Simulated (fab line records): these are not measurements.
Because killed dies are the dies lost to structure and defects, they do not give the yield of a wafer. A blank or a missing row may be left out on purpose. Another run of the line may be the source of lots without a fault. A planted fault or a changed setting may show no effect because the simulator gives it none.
2 desks looking at one fault ; flow sky130 ; what lay behind the numbers comes last; until then each desk has only its own

## FROM THE METROLOGY DESK
Lot by lot, what the gauges showed, no matter which tool ran the lot: averages of those sampled wafers that carry a number. The brackets show how far a lot's mean lies from the usual mean; more than 4 standard deviations puts the lot out of limits, marked OUT.
Columns: A = SD_N_RS at SKY_SD_N_RS_MEAS_16, usual 68.55 ohm/sq; B = SD_P_RS at SKY_SD_N_RS_MEAS_17, usual 147.1 ohm/sq; C = RES_XHIGH_RS at SKY_SD_N_RS_MEAS_18, usual 333.1 ohm/sq
lot;first seen here;A;B;C
L208;day 28 23:29;68.57;146.9;335.5
L209;day 29 17:53;68.67;146.9;334.2
L210;day 29 19:05;68.44;147.0;331.6
L211;day 30 04:16;68.61;147.1;334.5
L215;day 31 01:10;68.43;146.3;332.4
L217;day 31 18:34;68.27;146.3;333.3
L218;day 32 01:22;68.70;147.9;332.3
L219;day 32 13:32;68.61;147.4;331.6
L224;day 34 13:44;60.96 (-63) OUT;109.4 (-99 or more) OUT;329.1
L227;day 34 23:56;60.84 (-64) OUT;109.3 (-99 or more) OUT;330.8
L228;day 35 11:13;68.64;147.2;333.6
Per this desk, out of limits: L224, L227; the first was L224, day 34 13:44 (SD_N_RS at SKY_SD_N_RS_MEAS_16). L208, L209, L210, L211, L215, L217, L218, L219, L228: within limits.

## TOOL OWNER'S DESK, rtp_anneal-02
The tool's own readings at SKY_SD_N_RTA_14 (time 2 s): means of the sampled wafers that have a number, for each lot that ran on this tool. The brackets show how far a lot's mean lies from the usual mean; more than 4 standard deviations puts the lot out of limits, marked OUT.
Columns: A = lamp_power_pct at SKY_SD_N_RTA_14, usual 15.74 %; B = wafer_temp_C_max at SKY_SD_N_RTA_14, usual 1078.0
lot;first seen here;A;B
L209;day 29 17:42;15.77;1078.3
L211;day 30 04:05;15.71;1077.8
L215;day 31 01:00;15.75;1078.7
L217;day 31 18:23;15.73;1078.9
L219;day 32 13:18;15.72;1077.9
L224;day 34 13:32;16.78 (+20) OUT;1120.3 (+33) OUT
L227;day 34 23:45;16.76 (+19) OUT;1120.4 (+33) OUT
This desk's verdict: out of limits on L224, L227, starting with L224 at day 34 13:32 (lamp_power_pct at SKY_SD_N_RTA_14). L209, L211, L215, L217, L219: within limits.

## ALL TOGETHER
At day 34 13:32, on L224, L227, the tool owner's desk was in a position to raise an alarm.
On L224, L227, the metrology desk was in a position to raise an alarm at day 34 13:44.
The lots listed all ran SKY_SD_N_RTA_14 on rtp_anneal-02.

## WHAT WAS PUT IN BY THE SIMULATOR
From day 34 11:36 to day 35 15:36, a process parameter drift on rtp_anneal-02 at SKY_SD_N_RTA_14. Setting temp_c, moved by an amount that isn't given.
Struck lots among those shown: L224, L227.
Delay (hours) between the fault's onset and each desk's first out-of-limits reading: 2 at the tool owner's desk, 2 at the metrology desk.
